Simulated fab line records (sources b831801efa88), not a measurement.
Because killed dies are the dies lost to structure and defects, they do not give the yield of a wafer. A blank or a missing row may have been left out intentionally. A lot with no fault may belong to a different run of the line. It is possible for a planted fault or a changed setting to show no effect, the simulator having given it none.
Struck lot and sound lot, side by side | flow gf180mcu | 14 steps out of a route of 602
Sound: the wafers L808.1, L808.2, L808.4. The struck wafers were L815.2, L815.3, L815.6. The cause comes at the end.
For every step that has rows: the tool of each side, followed by ch and its chambers, followed by its first start. Under that, the readings that differ: sound wafers | struck wafers | difference of the means | sigmas: that difference in standard deviations of wafers without a fault.
alike: same words and numbers on both sides, and readings whose means sit less than 2 such deviations apart. not compared: any withheld reading, any reading some wafer has no value for, any bound like >300 that may hide the same value, and any number with overlapping values for which the record gives no deviation.
A row with sigmas, a row that says differs or no value, or rows on one side alone: a step with any of these is where the two part. When numbers do not overlap yet have no deviation, they are printed without sigmas and do not part them. A reading that every wafer of one side lacks parts them only if that side has two wafers or more.

GF_NSD_STRIP_11: strips in O2/N2.
  sound on plasmaAsher-01 ch 0,1, day 13 18:32; struck on plasmaAsher-01 ch 0, day 16 00:46
reading                  | sound             | struck            | difference | sigmas
stripTimeToEndpointS (s) | 22.92 22.94 22.89 | 23.05 23.01 23.02 | +0.11      | +3
  alike: drypumpMotorCurrentA, heaterPowerW, oesProductAu
  not compared: rfHoursCounterH
GF_NSD_TW_MEAS_12:
  sound on filmMetro-01, day 13 18:38; struck on filmMetro-04, day 16 00:52
  alike: NSD_TW
then, 7 steps without rows for these wafers: GF_PSD_DEHYDRATE_00 (time 60 s); GF_PSD_HMDS_01 (prime time 60 s); GF_PSD_COAT_02 (resist thk 1000 nm); GF_PSD_SOFTBAKE_03 (time 60 s); GF_PSD_EXPOSE_04 (exposes mask Pplus, target cd 400 nm); GF_PSD_PEB_05; GF_PSD_DEVELOP_06 (develop time 60 s).
GF_PSD_CD_MEAS_07: target cd 400 nm.
  sound on cdSem-02, day 14 15:01; struck on cdSem-02, day 16 23:04
  alike: cdNm
GF_PSD_OVL_MEAS_08:
  sound on overlay-01, day 14 15:08; struck on overlay-02, day 16 23:11
  alike: PSD_OVL
following that, these wafers have no rows for 1 step: GF_PSD_IMPLANT_09.
GF_PSD_STRIP_10: strips in O2/N2.
  sound on plasmaAsher-02 ch 0,1, day 14 15:19; struck on plasmaAsher-03 ch 0,1, day 16 23:22
reading                                 | sound             | struck            | difference                    | sigmas
oesProductAu (a.u.)                     | 0.593 0.597 0.588 | 0.763 0.763 0.769 | +0.172                        | +38
stripTimeToEndpointS (s)                | 16.46 16.44 16.45 | - - -             | no value on the struck wafers | 
model.NOVOLAK_of_PSD_COAT_02.thkNm (nm) | 0 0 0             | 22.79 22.33 22.11 | +22.41                        | 
  alike: drypumpMotorCurrentA, heaterPowerW
  not compared: rfHoursCounterH
GF_PSD_TW_MEAS_11:
  sound on filmMetro-01, day 14 15:25; struck on filmMetro-01, day 16 23:28
  alike: PSD_TW

WHERE THEY PART
At GF_NSD_STRIP_11 first; at GF_PSD_STRIP_10 last (within this record only). Later steps at which nothing parts them and some readings are alike: GF_PSD_TW_MEAS_11.

WHY: the cause the simulator had injected
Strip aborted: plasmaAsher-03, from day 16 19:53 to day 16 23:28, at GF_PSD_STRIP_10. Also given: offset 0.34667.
